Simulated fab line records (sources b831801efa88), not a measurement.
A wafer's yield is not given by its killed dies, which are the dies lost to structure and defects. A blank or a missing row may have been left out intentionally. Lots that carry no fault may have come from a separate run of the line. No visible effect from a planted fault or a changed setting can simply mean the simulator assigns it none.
fab line records | flow gf180mcu
record: lots: 7 wafers: 21 lastDay: 33
route steps=602 shown MIM@507
lots that met no fault: from a run of the same line without faults
startH: hours from the record's first day to the start of the lot's first wafer shown | waitH: hours from the lot's prior step to this one | " the same as in the row above | L1.1+2: a single row standing in for several wafers | - no value, or no start was given | * or withheld: withheld | < > ~ a bound
route shown NAME@n: a module of which the file shows steps, and the number in the route of the first | usual: mean and standard deviation over wafers with no fault | same: alike in all rows | chamber/n: place in a boat | sites: the reading at each site | _std_site: the standard deviation of these | _edge_site: inner sites' mean taken away from outer sites' mean | radiusMm: how far each site lies from the wafer's centre | mask NAME#n: copy n | behind: the last tool/chamber to shape the wafer | hold: why the lot was held/for how many hours/how that ended | device: the n, p or np transistor that did not switch | end of line: tests of these same wafers at the route's end | step lacking rows: just its recipe | killed: dies lost to structure and defects at the first sort, not the wafer's yield | map: shows each die of a wafer: x if killed, . if not, _ if none is there
set.NAME: the setting as run; set.NAME@STEP: as run at that earlier step | model.NAME: the simulator's own value behind a step, which no gauge read
lots seen at some steps along the route; tables by step, rows by wafer
services: the hour from which a tool's chamber was out of use, counted from the record's first day as startH (under 0 if before that day), plus the number of hours and why
== steps ==
step: GF_MIM_SPUTTER_04
recipe: material: TiN targetThkNm: 50 powerW: 6500 timeS: 41.7 chamberPressurePa: 0.4
usual: throttleValvePct: 29.9/1
columns lot.wafer tool chamber startH waitH throttleValvePct
L690.4 pvdSputter-04 - 602.05 0.0 31.0
L690.5 " - " " 29.2
L690.6 " - " " 31.0
L691.1 pvdSputter-03 - 608.24 0.0 30.4
L691.2 " - " " 29.3
L691.6 " - " " 30.7
L692.3 pvdSputter-03 - 623.12 0.0 31.2
L692.4 " - " " 28.0
L692.5 " - " " 30.7
L693.2 pvdSputter-03 - 632.43 0.0 30.3
L693.4 " - " " 30.9
L693.5 " - " " 28.2
L694.4 pvdSputter-03 - 634.29 0.0 31.1
L694.5 " - " " 30.9
L694.6 " - " " 29.1
L703.1 pvdSputter-04 - 694.30 0.0 29.3
L703.4 " - " " 30.2
L703.5 " - " " 31.2
L706.2 pvdSputter-03 - 711.08 0.0 31.0
L706.4 " - " " 27.9
L706.5 " - " " 30.5
step: GF_MIM_CVD_05
recipe: material: Si3N4 targetThkNm: 42 tempMaxC: 400 tempC: 385 timeS: 29.086 rfW: 450
usual: heaterPowerW: 657/74
columns lot.wafer tool chamber startH waitH heaterPowerW sinceWetCleanH
L690.4 pecvd-04 0 602.11 0.0 667 -
L690.5 " 2 " " 681 -
L690.6 " 1 " " 643 -
L691.1 pecvd-04 2 608.28 0.0 620 225
L691.2 " 1 " " 627 225
L691.6 " 2 " " 619 -
L692.3 pecvd-01 2 623.16 0.0 702 657
L692.4 " 2 " " 720 -
L692.5 " 1 " " 676 -
L693.2 pecvd-04 1 632.47 0.0 648 250
L693.4 " 1 " " 650 -
L693.5 " 0 " " 629 -
L694.4 pecvd-04 2 634.34 0.0 645 -
L694.5 " 0 " " 690 -
L694.6 " 1 " " 614 -
L703.1 pecvd-01 1 694.34 0.0 657 728
L703.4 " 0 " " 671 -
L703.5 " 1 " " 655 -
L706.2 pecvd-01 0 711.12 0.0 546 745
L706.4 " 2 " " 629 -
L706.5 " 0 " " 551 -
step: GF_MIM_THK_MEAS_06
recipe: reads: Si3N4_of_MIM_CVD_05
usual: MIM_CVD_05_THK: 42.0/0.62
columns lot.wafer tool chamber startH waitH MIM_CVD_05_THK[nm]
L690.4 filmMetro-03 - 602.16 0.0 41.5
L690.5 " - " " 43.8
L690.6 " - " " 41.7
L691.1 filmMetro-01 - 608.33 0.0 43.1
L691.2 " - " " 41.6
L691.6 " - " " 43.0
L692.3 filmMetro-01 - 623.21 0.0 42.2
L692.4 " - " " 42.8
L692.5 " - " " 42.3
L693.2 filmMetro-03 - 632.51 0.0 41.4
L693.4 " - " " 41.7
L693.5 " - " " 42.2
L694.4 filmMetro-03 - 634.39 0.0 43.1
L694.5 " - " " 42.1
L694.6 " - " " 41.9
L703.1 filmMetro-01 - 694.37 0.0 41.5
L703.4 " - " " 41.7
L703.5 " - " " 42.4
L706.2 filmMetro-01 - 711.17 0.0 41.6
L706.4 " - " " 42.2
L706.5 " - " " 41.9
step: GF_MIM_SPUTTER_07
recipe: material: TiN targetThkNm: 60 powerW: 6500 timeS: 50 chamberPressurePa: 0.4
usual: throttleValvePct: 29.8/1.2
columns lot.wafer tool chamber startH waitH throttleValvePct
L690.4 pvdSputter-03 - 602.19 0.0 29.2
L690.5 " - " " 29.5
L690.6 " - " " 28.0
L691.1 pvdSputter-01 - 608.39 0.1 28.1
L691.2 " - " " 31.6
L691.6 " - " " 31.9
L692.3 pvdSputter-01 - 623.25 0.0 29.4
L692.4 " - " " 31.9
L692.5 " - " " 29.6
L693.2 pvdSputter-01 - 632.56 0.0 29.4
L693.4 " - " " 28.1
L693.5 " - " " 29.5
L694.4 pvdSputter-03 - 634.42 0.0 31.0
L694.5 " - " " 27.9
L694.6 " - " " 30.5
L703.1 pvdSputter-03 - 694.43 0.1 31.1
L703.4 " - " " 27.7
L703.5 " - " " 30.9
L706.2 pvdSputter-03 - 711.22 0.0 31.0
L706.4 " - " " 30.9
L706.5 " - " " 30.4
step: GF_MIM_SPUTTER_08
recipe: material: AlCu targetThkNm: 200 powerW: 10600 timeS: 10.6 chamberPressurePa: 0.4
usual: throttleValvePct: 29.8/1.2
columns lot.wafer tool chamber startH waitH throttleValvePct
L690.4 pvdSputter-03 - 602.23 0.0 29.3
L690.5 " - " " 29.3
L690.6 " - " " 28.1
L691.1 pvdSputter-01 - 608.44 0.0 28.1
L691.2 " - " " 31.8
L691.6 " - " " 32.1
L692.3 pvdSputter-01 - 623.29 0.0 29.5
L692.4 " - " " 31.7
L692.5 " - " " 29.5
L693.2 pvdSputter-01 - 632.61 0.0 29.3
L693.4 " - " " 28.2
L693.5 " - " " 29.6
L694.4 pvdSputter-03 - 634.46 0.0 30.9
L694.5 " - " " 28.1
L694.6 " - " " 30.3
L703.1 pvdSputter-03 - 694.48 0.0 30.7
L703.4 " - " " 28.1
L703.5 " - " " 31.0
L706.2 pvdSputter-03 - 711.26 0.0 31.1
L706.4 " - " " 31.3
L706.5 " - " " 30.4
step: GF_MIM_SPUTTER_09
recipe: material: TiN targetThkNm: 35 powerW: 6500 timeS: 29.2 chamberPressurePa: 0.4
usual: throttleValvePct: 29.8/1.2
columns lot.wafer tool chamber startH waitH throttleValvePct
L690.4 pvdSputter-03 - 602.25 0.0 29.1
L690.5 " - " " 29.1
L690.6 " - " " 28.2
L691.1 pvdSputter-01 - 608.46 0.0 28.4
L691.2 " - " " 31.7
L691.6 " - " " 31.6
L692.3 pvdSputter-01 - 623.32 0.0 29.6
L692.4 " - " " 31.8
L692.5 " - " " 29.3
L693.2 pvdSputter-01 - 632.63 0.0 29.5
L693.4 " - " " 28.3
L693.5 " - " " 29.3
L694.4 pvdSputter-03 - 634.48 0.0 31.3
L694.5 " - " " 28.0
L694.6 " - " " 30.6
L703.1 pvdSputter-03 - 694.50 0.0 30.9
L703.4 " - " " 28.3
L703.5 " - " " 30.9
L706.2 pvdSputter-03 - 711.28 0.0 31.0
L706.4 " - " " 30.8
L706.5 " - " " 30.7
step: GF_MIM_RS_MEAS_10
recipe: thkMeasGauge: four-point-probe reads: TiN_of_MIM_SPUTTER_09+AlCu_of_MIM_SPUTTER_08+TiN_of_MIM_SPUTTER_07
usual: MIM_ALCU_RS: 0.1601/0.0024
columns lot.wafer tool chamber startH waitH MIM_ALCU_RS[ohm/sq]
L690.4 filmMetro-01 - 602.34 0.1 0.1627
L690.5 " - " " 0.1625
L690.6 " - " " 0.1625
L691.1 filmMetro-03 - 608.50 0.0 0.1591
L691.2 " - " " 0.1579
L691.6 " - " " 0.1585
L692.3 filmMetro-03 - 623.39 0.1 0.1610
L692.4 " - " " 0.1561
L692.5 " - " " 0.1605
L693.2 filmMetro-01 - 632.68 0.0 0.1592
L693.4 " - " " 0.1588
L693.5 " - " " 0.1629
L694.4 filmMetro-01 - 634.58 0.1 0.1616
L694.5 " - " " 0.1582
L694.6 " - " " 0.1628
L703.1 filmMetro-01 - 694.53 0.0 0.1599
L703.4 " - " " 0.1554
L703.5 " - " " 0.1609
L706.2 filmMetro-02 - 711.33 0.0 0.1609
L706.4 " - " " 0.1604
L706.5 " - " " 0.1599
step: GF_MIM_THK_MEAS_11
recipe: thkMeasGauge: xrf reads: AlCu_of_MIM_SPUTTER_08
usual: MIM_ALCU_THK: 200/3
columns lot.wafer tool chamber startH waitH MIM_ALCU_THK[nm]
L690.4 filmMetro-01 - 602.43 0.1 196
L690.5 " - " " 197
L690.6 " - " " 197
L691.1 filmMetro-03 - 608.62 0.1 199
L691.2 " - " " 202
L691.6 " - " " 202
L692.3 filmMetro-03 - 623.49 0.1 198
L692.4 " - " " 203
L692.5 " - " " 198
L693.2 filmMetro-01 - 632.79 0.1 201
L693.4 " - " " 201
L693.5 " - " " 196
L694.4 filmMetro-01 - 634.67 0.1 197
L694.5 " - " " 203
L694.6 " - " " 196
L703.1 filmMetro-01 - 694.65 0.1 199
L703.4 " - " " 205
L703.5 " - " " 199
L706.2 filmMetro-02 - 711.44 0.1 200
L706.4 " - " " 199
L706.5 " - " " 202
step: GF_MIM_DEHYDRATE_12
recipe: tempC: 200 timeS: 60
step: GF_MIM_HMDS_13
recipe: primeTimeS: 60 primeTempC: 120
step: GF_MIM_COAT_14
recipe: resist: NOVOLAK spinRpm: 3000 resistThkNm: 1000
step: GF_MIM_SOFTBAKE_15
recipe: tempC: 90 timeS: 60 resist: NOVOLAK
step: GF_MIM_EXPOSE_16
recipe: maskId: FuseTop targetCdNm: 2000 na: 0.6 sourceShape: conventional sigmaOuter: 0.6 doseMj: 140
usual: exposureDoseMJCm2: 139.99/0.14 focusOffsetNm: 0.0/0.51 stageVelMmS: 500.01/0.26
columns lot.wafer tool chamber startH waitH mask exposureDoseMJCm2 focusOffsetNm stageVelMmS
L690.4 ilineStepper-02 0 613.01 - FuseTop#0 140.17 0.6 499.92
L690.5 " 0 " " FuseTop#0 140.25 0.7 499.78
L690.6 " 0 " " FuseTop#0 140.08 0.8 500.01
L691.1 ilineStepper-01 0 619.34 - FuseTop#0 139.84 -0.5 500.27
L691.2 " 0 " " FuseTop#0 140.15 0.9 500.19
L691.6 " 0 " " FuseTop#0 139.89 0.2 500.32
L692.3 ilineStepper-02 - 633.77 - FuseTop#0 - - -
L692.4 " - " " FuseTop#0 - - -
L692.5 " - " " FuseTop#0 - - -
L693.2 ilineStepper-02 - 642.33 - FuseTop#0 - - -
L693.4 " - " " FuseTop#0 - - -
L693.5 " - " " FuseTop#0 - - -
L694.4 ilineStepper-02 - 644.42 - FuseTop#0 - - -
L694.5 " - " " FuseTop#0 - - -
L694.6 " - " " FuseTop#0 - - -
L703.1 ilineStepper-01 0 703.91 - FuseTop#0 140.03 -0.3 500.04
L703.4 " 0 " " FuseTop#0 140.00 -0.6 499.93
L703.5 " 0 " " FuseTop#0 139.93 -0.1 499.91
L706.2 ilineStepper-01 0 720.28 - FuseTop#0 139.83 -0.3 499.62
L706.4 " 0 " " FuseTop#0 139.92 0.0 499.73
L706.5 " 0 " " FuseTop#0 139.82 0.0 499.67
step: GF_MIM_PEB_17
recipe: tempC: withheld timeS: * resist: NOVOLAK
== services ==
columns tool chamber startH hours kind
pvdSputter-04 - 588.17 3.0 repair
pecvd-01 1 604.63 4.7 repair
pecvd-04 0 605.14 14.7 repair
pvdSputter-04 - 606.44 3.1 repair
ilineStepper-01 0 615.63 - calibration
ilineStepper-02 - 624.34 1.2 repair
pvdSputter-04 - 630.15 7.7 repair
pecvd-01 2 630.22 6.9 repair
ilineStepper-02 - 645.95 28.9 pm
pecvd-01 0 654.36 6.5 repair
ilineStepper-02 0 658.08 - calibration
pecvd-04 - 660.89 0.7 repair
ilineStepper-02 - 699.11 1.7 pm
ilineStepper-02 - 703.52 4.4 pm
pvdSputter-04 - 712.74 0.7 repair
ilineStepper-01 - 715.69 1.7 pm
pvdSputter-04 - 718.97 1.5 repair
== key ==
firstSign: step: GF_MIM_EXPOSE_16 reading: toolRecord direction: missing
effect none on later readings
metAt GF_MIM_EXPOSE_16
struckWafers L692.3,L692.4,L692.5,L693.2,L693.4,L693.5,L694.4,L694.5,L694.6
laterRowsLeftOut L692.3,L692.4,L692.5,L693.2,L693.4,L693.5,L694.4,L694.5,L694.6
sortLeftOut L692.3,L692.4,L692.5,L693.2,L693.4,L693.5,L694.4,L694.5,L694.6
onsetBetween 613.01 633.77
fault: kind: skippedStepWhole tool: ilineStepper-02 chamber: - onsetH: 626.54 steps: GF_MIM_EXPOSE_16 scope: struckLotsOnly
sortLeftOut: the simulated sort isn't trusted on such a fault, so these wafers' sort isn't shown, and their yield isn't known
laterRowsLeftOut: the simulator's readings of these wafers behind a module that went badly wrong aren't trusted and aren't shown, but for the sort
